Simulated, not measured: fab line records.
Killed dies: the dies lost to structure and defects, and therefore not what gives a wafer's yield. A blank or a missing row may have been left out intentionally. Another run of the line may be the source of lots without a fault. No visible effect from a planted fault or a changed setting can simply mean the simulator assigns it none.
fab line records | flow sfq-line
[record] lots = 14 | wafers = 40 | last-day = 86
route steps=325 shown R5@225
lots that met no fault: from a run of the same line without faults
start-h: the number of hours between the record's first day and the start of the first shown wafer of the lot | wait-h: hours since the lot's step before | " unchanged from the row above | L1.1+2: several wafers, shown together as one row | - no value, or no start given | * or withheld: withheld | < > ~ a bound
route shown NAME@n: names a module that has steps shown in the file, with the first one's number in the route | usual: mean and standard deviation over wafers with no fault | same: alike in all rows | chamber/n: place in a boat | sites: per-site readings | _std_site: the standard deviation of these | _edge_site: outer sites' mean less inner sites' | radius-mm: for every site, how far away it sits from the centre of the wafer | mask NAME#n: copy n | behind: the last tool/chamber to shape the wafer | hold: why the lot was held/for how many hours/how that ended | device: whichever transistor did not switch (one of n, p or np) | end of line: the tests these same wafers got at the end of their route | a step given without rows: its recipe and nothing more | killed: at the first sort, the dies lost to defects and structure; wafer yield is something else | map: per-die view of a wafer (x killed, . not killed, _ where there is no die)
set.NAME: the setting the step ran with; set.NAME@STEP: the setting that earlier step ran with | model.NAME: the simulator's own value behind a step, which no gauge read
one table for each step of the route and one row for each wafer, over a sample of lots
services: the hour from which a tool's chamber was out of use, counted from the record's first day as start-h (under 0 if before that day), plus the number of hours and why
[[steps]]
[step SFQ_TRILAYER_R5_ETCH_METAL_ETCH_139]
[recipe] stop-on = SiO2 | mask-material = PR | chemistry = Cl2 | target-depth-nm = 60 | icp-w = 600 | bias-w = 80 | pressure-mtorr = 10 | time-s = 40
[usual] drypump-motor-current-A = 6.1/0.45 | oes-product-au = 0.992/0.0056
lot.wafer | tool         | chamber | start-h | wait-h | drypump-motor-current-A | oes-product-au | rf-hours-counter-h
L388.1    | rie-metal-02 | 0       | 1368.30 | 0.0    | 5.4                     | 0.992          | 77
L388.2    | "            | 1       | "       | "      | 6.2                     | 0.999          | 99
L388.3    | "            | 0       | "       | "      | 5.4                     | 0.992          | -
L389.2    | rie-metal-02 | 0       | 1374.30 | 0.0    | 5.5                     | 0.996          | 77
L389.4    | "            | 0       | "       | "      | 5.5                     | 0.994          | -
L389.6    | "            | 1       | "       | "      | 6.2                     | 1.001          | -
L390.1    | rie-metal-01 | 1       | 1380.02 | 0.0    | 5.3                     | 0.996          | 22
L390.2    | "            | 0       | "       | "      | 5.5                     | 0.991          | 7
L390.4    | "            | 0       | "       | "      | 5.5                     | 0.991          | -
L391.1    | rie-metal-02 | 1       | 1383.62 | 0.0    | 6.2                     | 0.992          | 101
L391.3    | "            | 0       | "       | "      | 5.4                     | 0.987          | -
L391.6    | "            | 1       | "       | "      | 6.2                     | 1.003          | -
L392.1    | rie-metal-01 | 1       | 1384.82 | 0.0    | 5.3                     | 0.991          | 23
L392.2    | "            | 0       | "       | "      | 5.6                     | 0.999          | 8
L392.5    | "            | 0       | "       | "      | 5.6                     | 1.001          | -
L393.1    | rie-metal-01 | 0       | 1393.28 | 0.1    | 5.6                     | 0.991          | 9
L393.3    | "            | 0       | "       | "      | 5.6                     | 0.987          | -
L393.4    | "            | 0       | "       | "      | 5.5                     | 1.000          | -
L394.1    | rie-metal-03 | 1       | 1394.87 | 0.0    | 6.6                     | 0.983          | 116
L394.3    | "            | 0       | "       | "      | 6.2                     | 0.993          | -
L394.5    | "            | 0       | "       | "      | 6.2                     | 0.986          | -
L395.1    | rie-metal-03 | 0       | 1397.27 | 0.0    | 6.2                     | 0.991          | 28
L395.4    | "            | 1       | "       | "      | 6.6                     | 0.991          | -
L395.6    | "            | 1       | "       | "      | 6.6                     | 0.984          | -
L396.1    | rie-metal-03 | 1       | 1410.43 | 0.0    | 6.6                     | 0.998          | 118
L396.3    | "            | 0       | "       | "      | 6.3                     | 0.997          | -
L396.4    | "            | 1       | "       | "      | 6.6                     | 0.989          | -
L397.1    | rie-metal-03 | 0       | 1435.69 | 0.0    | 6.2                     | 0.826          | 32
L397.2    | "            | 1       | "       | "      | 6.5                     | 0.825          | 121
L397.3    | "            | 1       | "       | "      | 6.6                     | 0.982          | -
L398.1    | rie-metal-03 | 1       | 1449.52 | 0.0    | 6.6                     | 0.814          | 123
L398.2    | "            | 0       | "       | "      | 6.2                     | 0.828          | 34
L399.2    | rie-metal-03 | 0       | 1451.87 | 0.0    | 6.2                     | 0.832          | 34
L399.4    | "            | 0       | "       | "      | 6.2                     | 0.987          | -
L410.2    | rie-metal-02 | 1       | 1496.52 | 0.0    | 6.2                     | 0.994          | 118
L410.4    | "            | 1       | "       | "      | 6.2                     | 0.999          | -
L410.5    | "            | 1       | "       | "      | 6.2                     | 0.991          | -
L411.2    | rie-metal-01 | 0       | 1527.52 | 0.0    | 5.6                     | 1.000          | 33
L411.3    | "            | 1       | "       | "      | 5.3                     | 0.984          | -
L411.6    | "            | 1       | "       | "      | 5.3                     | 0.983          | -
[[services]]
tool         | chamber | start-h | hours | kind
rie-metal-01 | 1       | 1386.96 | 23.0  | repair
rie-metal-03 | -       | 1406.32 | 1.4   | pm
rie-metal-01 | -       | 1466.96 | 1.0   | repair
[[key]]
[first-sign] step = SFQ_TRILAYER_R5_ETCH_METAL_ETCH_139 | reading = oes-product-au | direction = down | sigmas = 30 | usual = 0.992 | struck = 0.825
effect none on later readings
met-at SFQ_TRILAYER_R5_ETCH_METAL_ETCH_139
struck-lots L397,L398,L399
struck-wafers L397.1,L397.2,L398.1,L398.2,L399.2
onset-between 1410.43 1435.69
[fault] kind = process-parameter-drift | tool = rie-metal-03 | chamber = - | onset-h = 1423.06 | steps = SFQ_TRILAYER_R5_ETCH_METAL_ETCH_139 | channel = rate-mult | offset = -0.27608 | shape = step | end-h = 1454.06 | scope = struck-wafers-only
